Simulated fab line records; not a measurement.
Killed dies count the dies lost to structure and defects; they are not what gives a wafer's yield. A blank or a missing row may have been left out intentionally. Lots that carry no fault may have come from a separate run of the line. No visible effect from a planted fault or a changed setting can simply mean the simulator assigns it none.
The same fault as seen by 2 desks / flow sfq line / what lay behind the numbers comes last; until then each desk has only its own

## AT THE METROLOGY DESK
Lot by lot, what the gauges showed, no matter which tool ran the lot: averages of those sampled wafers that carry a number. If a lot's mean is further than 4 standard deviations from the usual mean, the lot is out of limits and carries the mark OUT (the distance appears in the brackets).
Columns: A = M1_OVL at SFQ_M1_OVL_MEAS_911, usual 1 nm; B = I1_BOW at SFQ_I1_BOW_MEAS_912, usual 2 um; C = I1_OVL at SFQ_I1_OVL_MEAS_913, usual 0 nm; D = M2_NB_RS at SFQ_M2_RS_MEAS_914, usual 0.886 ohm/sq; E = M2_OVL at SFQ_M2_OVL_MEAS_916, usual -2 nm; F = I2_BOW at SFQ_I2_BOW_MEAS_917, usual 3 um; G = M8_BOW at SFQ_M8_BOW_MEAS_951, usual 9 um
lot=L773; first seen here=day 13 17:56; A=6; B=6; C=5; D=0.887; E=4; F=2; G=13
lot=L774; first seen here=day 14 08:19; A=-4; B=-11; C=-5; D=0.867; E=-3; F=-6; G=-4
lot=L780; first seen here=day 15 21:30; A=-3; B=-6; C=1; D=0.876; E=-11; F=-7; G=2
lot=L781; first seen here=day 16 05:55; A=5; B=-12; C=2; D=0.887; E=-8; F=-9; G=-3
lot=L789; first seen here=day 18 13:57; A=-2; B=-4; C=-2; D=0.902; E=-4; F=-1; G=20
lot=L792; first seen here=day 19 12:32; A=2; B=-11; C=-3; D=0.898; E=-6; F=-7; G=1
This desk's finding: nothing out of limits on any of the 6 lots.

## THE TOOL OWNER'S DESK: krf scanner-02
The tool's own readings at SFQ_TRILAYER_I1_VIA_LITHO_EXPOSE_050 (exposes mask I1, target cd 500 nm): means of the sampled wafers that have a number, for each lot that ran on this tool. If a lot's mean is further than 4 standard deviations from the usual mean, the lot is out of limits and carries the mark OUT (the distance appears in the brackets).
Columns: A = exposure dose mJ cm2 at SFQ_TRILAYER_I1_VIA_LITHO_EXPOSE_050, usual 21.296
lot=L773; first seen here=day 18 11:14; A=21.279
lot=L774; first seen here=day 19 01:38; A=21.281
lot=L780; first seen here=day 20 20:38; A=21.276
lot=L781; first seen here=day 21 07:50; A=21.323
lot=L792; first seen here=day 25 00:55; A=21.274
This desk's finding: nothing out of limits on any of the 5 lots.

## TAKEN TOGETHER
The metrology desk saw nothing out of limits.
The desk of the tool owner found nothing out of limits.

## WHAT THE SIMULATOR HAD INSERTED
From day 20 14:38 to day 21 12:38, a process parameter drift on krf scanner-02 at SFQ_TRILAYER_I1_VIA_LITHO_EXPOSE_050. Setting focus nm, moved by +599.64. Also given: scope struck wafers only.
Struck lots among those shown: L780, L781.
